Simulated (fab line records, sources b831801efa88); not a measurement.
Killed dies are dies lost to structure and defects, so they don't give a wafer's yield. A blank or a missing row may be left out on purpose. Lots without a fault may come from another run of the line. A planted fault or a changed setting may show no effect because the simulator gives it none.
fab line records | flow sky130
record lots=11 wafers=30 last_day=49
route steps=708 shown VIA1@459 VIA2@519 METAL4@635 METAL5@676
lots that met no fault: from a run of the same line without faults
start_h: hours from the record's first day to the start of the lot's first wafer shown | wait_h: hours since the lot's step before | " the same as in the row above | L1.1+2: a row that stands for several wafers | - no value, or no start given | * or withheld: withheld | < > ~ a bound
route shown NAME@n: a module of which the file shows steps, and the number in the route of the first | usual: mean/standard deviation of fault-free wafers | same: alike in all rows | chamber/n: place in a boat | sites: the reading at each site | _std_site: their standard deviation | _edge_site: outer sites' mean less inner sites' | radius_mm: how far each site lies from the wafer's centre | mask NAME#n: copy n | behind: the tool/chamber that last shaped the wafer | hold: why the lot was held/for how many hours/how that ended | device: the transistor (n, p or np) that didn't switch | end of line: the same wafers' tests at the end of the route | a step without rows: its recipe alone | killed: dies lost to structure and defects at the first sort, not the wafer's yield | map: a wafer's dies, x killed, . not, _ none there
set.NAME: the setting as run; set.NAME@STEP: as run at that earlier step | model.NAME: the simulator's own value behind a step, which no gauge read
steps of the route over a sample of lots; a table a step, a row a wafer
services: from which hour (start_h, from the record's first day; less than 0 if before it) a tool's chamber was out of use, for how many hours, and why
## steps
# step SKY_VIA1_THK_MEAS_01
# recipe reads=SiO2_of_VIA1_HDPCVD_00
# usual VIA1_HDPCVD_THK=1026/10
# columns lot.wafer tool chamber start_h wait_h VIA1_HDPCVD_THK[nm]
L440.1 film_metro-04 - 761.57 0.1 1036
L440.4 " - " " 1022
L440.5 " - " " 1027
L441.2 film_metro-02 - 775.29 0.1 1047
L441.3 " - " " 1032
L441.5 " - " " 1035
L442.2 film_metro-01 - 787.01 0.1 1027
L442.3 " - " " 1032
L442.4 " - " " 1028
L443.1 film_metro-02 - 794.81 0.1 1022
L443.3 " - " " 1033
L443.5 " - " " 1018
L445.4 film_metro-01 - 801.29 0.0 1027
L445.5 " - " " 1027
L445.6 " - " " 1025
L446.1 film_metro-04 - 811.26 0.1 1017
L446.2 " - " " 1028
L446.3 " - " " 1019
L447.1 film_metro-04 - 815.81 0.1 1034
L447.4 " - " " 1019
L447.5 " - " " 1028
L450.4 film_metro-02 - 851.19 0.0 1025
L452.2 film_metro-01 - 857.76 0.1 1033
L452.4 " - " " 1032
L459.1 film_metro-04 - 899.27 0.1 1031
L459.5 " - " " 1027
L459.6 " - " " 1017
L462.2 film_metro-02 - 915.58 0.1 1039
L462.3 " - " " 1039
L462.6 " - " " 1029
# step SKY_VIA2_CD_MEAS_12
# recipe target_cd_nm=200
# usual cd_nm=200.1/1.4
# columns lot.wafer tool chamber start_h wait_h cd_nm
L440.1 cd_sem-01 - 842.97 - 197.2
L440.4 " - " " 196.2
L440.5 " - " " 199.4
L441.2 cd_sem-02 - 856.06 - 200.9
L441.3 " - " " 203.0
L441.5 " - " " 202.3
L442.2 cd_sem-02 - 867.59 - 199.8
L442.3 " - " " 199.7
L442.4 " - " " 200.8
L443.1 cd_sem-02 - 875.44 - 199.8
L443.3 " - " " 201.3
L443.5 " - " " 200.4
L445.4 cd_sem-02 - 880.83 - 199.4
L445.5 " - " " 200.8
L445.6 " - " " 201.2
L446.1 cd_sem-02 - 890.65 - 201.7
L446.2 " - " " 200.2
L446.3 " - " " 200.9
L447.1 cd_sem-02 - 897.29 - 202.0
L447.4 " - " " 201.0
L447.5 " - " " 201.5
L450.4 cd_sem-02 - 930.80 - 197.2
L452.2 cd_sem-02 - 936.96 - 199.2
L452.4 " - " " 199.8
L459.1 cd_sem-01 - 976.37 - 201.7
L459.5 " - " " 201.3
L459.6 " - " " 202.7
L462.2 cd_sem-01 - 992.96 - 199.9
L462.3 " - " " 198.5
L462.6 " - " " 199.8
# step SKY_METAL4_STRIP_19
# recipe chemistry=O2/N2 power_w=1400 pressure_mtorr=1500 platen_temp_c=withheld o2_flow_sccm=3000 n2_flow_sccm=300 overash_fraction=0.5
# usual drypump_motor_current_A=5.7/0.34 oes_product_au=0.501/0.0054 strip_time_to_endpoint_s=6.53/0.057
# same overash_fraction=0.5
# columns lot.wafer tool chamber start_h wait_h drypump_motor_current_A oes_product_au rf_hours_counter_h strip_time_to_endpoint_s
L440.1 plasma_asher-02 1 974.10 0.1 5.4 0.509 56 6.59
L440.4 " 1 " " 5.3 0.503 - 6.61
L440.5 " 1 " " 5.4 0.509 - 6.51
L441.2 plasma_asher-02 1 985.34 0.1 5.4 0.498 57 6.59
L441.3 " 0 " " 6.2 0.497 - 6.54
L441.5 " 0 " " 6.2 0.503 - 6.66
L442.2 plasma_asher-04 0 997.84 0.1 5.3 0.500 120 6.46
L442.3 " 1 " " 5.8 0.499 - 6.59
L442.4 " 0 " " 5.3 0.501 - 6.54
L443.1 plasma_asher-04 0 1004.01 0.1 5.3 0.498 120 6.58
L443.3 " 0 " " 5.4 0.498 - 6.59
L443.5 " 0 " " 5.3 0.507 - 6.57
L445.4 plasma_asher-01 0 1007.34 0.1 5.6 0.495 - 6.53
L445.5 " 1 " " 6.0 0.492 - 6.51
L445.6 " 0 " " 5.6 0.489 - 6.46
L446.1 plasma_asher-01 1 1018.66 0.1 6.0 0.503 26 6.49
L446.2 " 0 " " 5.6 0.500 26 6.54
L446.3 " 0 " " 5.6 0.497 - 6.43
L447.1 plasma_asher-04 1 1024.66 0.1 5.8 0.499 122 6.50
L447.4 " 1 " " 5.8 0.508 - 6.52
L447.5 " 0 " " 5.3 0.506 - 6.54
L450.4 plasma_asher-02 0 1054.68 0.1 6.3 0.499 - 6.54
L452.2 plasma_asher-01 0 1058.26 0.1 5.5 0.510 30 6.57
L452.4 " 0 " " 5.5 0.504 - 6.59
L459.1 plasma_asher-02 1 1095.47 0.2 5.4 0.505 68 6.59
L459.5 " 1 " " 5.4 0.509 - 6.54
L459.6 " 0 " " 6.2 0.509 - 6.54
L462.2 plasma_asher-01 0 1106.96 0.1 5.6 0.500 36 6.54
L462.3 " 0 " " 5.6 0.507 - 6.55
L462.6 " 1 " " 6.0 0.498 - 6.52
# step SKY_METAL5_METAL_ETCH_15
# recipe target_depth_a=12600 stop_on=SiO2 over_etch_frac=0.2 time_s=252 chemistry=Cl2/BCl3 resist_sidewall_deg=86 pressure_mtorr=10 icp_w=900 bias_w=48.5 Cl2_flow_sccm=60 bcl3_flow_sccm=30
# usual bcl3_flow_sccm=30.00/0.092 drypump_motor_current_A=5.9/0.47 oes_product_au=0.893/0.0045 run_length_s=280.5/0.55 throttle_valve_pct=22.265/0.01
# columns lot.wafer tool chamber start_h wait_h bcl3_flow_sccm drypump_motor_current_A oes_product_au rf_hours_counter_h run_length_s throttle_valve_pct
L440.1 rie_metal-02 0 1023.16 0.0 30.04 5.3 0.892 21 281.0 22.272
L440.4 " 0 " " 30.01 5.3 0.896 - 280.8 22.256
L440.5 " 1 " " 30.14 6.4 0.893 - 280.8 22.270
L441.2 rie_metal-01 0 1033.56 0.0 30.09 5.6 0.892 11 280.2 22.257
L441.3 " 1 " " 29.90 5.6 0.902 - 279.5 22.260
L441.5 " 0 " " 30.03 5.6 0.890 - 279.9 22.253
L442.2 rie_metal-02 1 1046.80 0.0 30.13 6.4 0.894 13 281.1 22.241
L442.3 " 1 " " 30.05 6.4 0.891 - 280.7 22.264
L442.4 " 0 " " 30.09 5.3 0.880 - 280.9 22.288
L443.1 rie_metal-01 0 1052.67 0.0 30.04 5.6 0.893 12 280.6 22.251
L443.3 " 0 " " 29.85 5.6 0.898 - 280.0 22.243
L443.5 " 1 " " 30.03 5.6 0.885 - 280.2 22.270
L445.4 rie_metal-01 0 1055.54 0.1 30.08 5.6 0.896 - 280.3 22.259
L445.5 " 0 " " 30.00 5.6 0.898 - 280.3 22.266
L445.6 " 1 " " 29.85 5.6 0.893 - 280.0 22.269
L446.1 rie_metal-02 0 1066.15 0.0 29.91 5.3 0.900 24 280.9 22.251
L446.2 " 1 " " 29.94 6.4 0.885 14 280.7 22.264
L446.3 " 0 " " 30.03 5.3 0.903 - 280.7 22.259
L447.1 rie_metal-03 1 1070.71 0.0 29.89 6.0 0.897 22 281.0 22.256
L447.4 " 0 " " 30.00 6.4 0.895 - 279.6 22.259
L447.5 " 1 " " 29.87 6.0 0.895 - 280.4 22.270
L450.4 rie_metal-02 0 1098.23 0.1 29.85 5.3 0.964 - 264.7 22.246
L452.2 rie_metal-02 0 1101.67 0.0 29.95 5.3 0.894 27 281.0 22.270
L452.4 " 0 " " 30.06 5.3 0.963 - 264.7 22.253
L459.1 rie_metal-01 1 1135.71 0.0 29.98 5.5 0.885 23 279.7 22.255
L459.5 " 1 " " 30.12 5.5 0.903 - 279.6 22.274
L459.6 " 0 " " 29.97 5.6 0.897 - 280.1 22.250
L462.2 rie_metal-01 0 1148.35 0.0 30.07 5.6 0.892 19 280.0 22.272
L462.3 " 0 " " 30.23 5.6 0.900 - 280.7 22.276
L462.6 " 0 " " 30.02 5.6 0.891 - 280.3 22.265
# step SKY_METAL5_STRIP_16
# recipe chemistry=O2/N2 power_w=1400 pressure_mtorr=1500 platen_temp_c=withheld o2_flow_sccm=3000 n2_flow_sccm=300 overash_fraction=0.5
# usual drypump_motor_current_A=5.8/0.47 oes_product_au=0.710/0.0045 strip_time_to_endpoint_s=13.10/0.093
# same overash_fraction=0.5
# columns lot.wafer tool chamber start_h wait_h drypump_motor_current_A oes_product_au rf_hours_counter_h strip_time_to_endpoint_s
L440.1 plasma_asher-02 1 1023.40 0.2 5.4 0.708 61 13.23
L440.4 " 0 " " 6.2 0.711 - 13.14
L440.5 " 1 " " 5.4 0.714 - 13.08
L441.2 plasma_asher-02 1 1033.80 0.2 5.4 0.709 62 12.98
L441.3 " 0 " " 6.2 0.711 - 13.11
L441.5 " 1 " " 5.4 0.712 - 13.04
L442.2 plasma_asher-03 0 1047.03 0.2 5.4 0.715 88 13.13
L442.3 " 0 " " 5.4 0.715 - 13.08
L442.4 " 1 " " 6.6 0.707 - 13.11
L443.1 plasma_asher-02 1 1052.91 0.2 5.4 0.707 64 12.98
L443.3 " 1 " " 5.4 0.708 - 12.83
L443.5 " 1 " " 5.4 0.707 - 12.91
L445.4 plasma_asher-02 1 1055.73 0.1 5.4 0.711 - 13.09
L445.5 " 1 " " 5.4 0.706 - 13.08
L445.6 " 0 " " 6.3 0.707 - 13.05
L446.1 plasma_asher-03 1 1066.38 0.2 6.6 0.706 90 13.09
L446.2 " 0 " " 5.4 0.711 90 13.22
L446.3 " 0 " " 5.4 0.705 - 13.13
L447.1 plasma_asher-02 0 1070.95 0.2 6.3 0.707 66 13.05
L447.4 " 1 " " 5.4 0.711 - 13.18
L447.5 " 1 " " 5.4 0.719 - 13.18
L450.4 plasma_asher-04 1 1098.42 0.1 5.8 0.719 - 13.74
L452.2 plasma_asher-02 1 1101.91 0.2 5.4 0.710 69 13.15
L452.4 " 1 " " 5.4 0.706 - 13.61
L459.1 plasma_asher-03 1 1135.95 0.2 6.5 0.706 97 13.16
L459.5 " 1 " " 6.6 0.711 - 13.08
L459.6 " 0 " " 5.4 0.706 - 13.06
L462.2 plasma_asher-02 1 1148.58 0.2 5.4 0.714 73 13.04
L462.3 " 1 " " 5.4 0.710 - 12.86
L462.6 " 0 " " 6.2 0.717 - 12.90
## services
# columns tool chamber start_h hours kind
plasma_asher-04 - 1044.85 14.6 pm
plasma_asher-04 - 1059.45 9.0 pm
plasma_asher-04 0 1059.45 9.0 vent_cycle
plasma_asher-04 1 1059.45 9.0 vent_cycle
plasma_asher-04 0 1068.45 - clean
plasma_asher-04 1 1068.45 - clean
plasma_asher-02 - 1076.80 2.8 pm
rie_metal-03 1 1101.91 - clean
rie_metal-03 1 1101.91 - consumable_replace:focus_ring
rie_metal-03 1 1101.91 17.1 scheduled_down
rie_metal-03 1 1101.91 17.1 vent_cycle
plasma_asher-02 - 1139.34 0.8 repair
## key
first_sign step=SKY_METAL5_METAL_ETCH_15 reading=run_length_s direction=down sigmas=29 usual=* struck=*
effect step=SKY_METAL5_METAL_ETCH_15 reading=oes_product_au direction=up sigmas=16 usual=0.893 struck=0.963
effect step=SKY_METAL5_STRIP_16 reading=strip_time_to_endpoint_s direction=up sigmas=6.2 usual=* struck=*
met_at SKY_METAL5_METAL_ETCH_15
struck_lots L450,L452
struck_wafers L450.4,L452.4
not_acting_at SKY_VIA1_THK_MEAS_01,SKY_VIA2_CD_MEAS_12,SKY_METAL4_STRIP_19
onset_between 1066.15 1098.23
fault kind=process_parameter_drift tool=rie_metal-02 chamber=- onset_h=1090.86 steps=SKY_METAL5_METAL_ETCH_15 channel=time_s offset=* shape=step end_h=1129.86 scope=struck_wafers_only acts_in=* stated=*
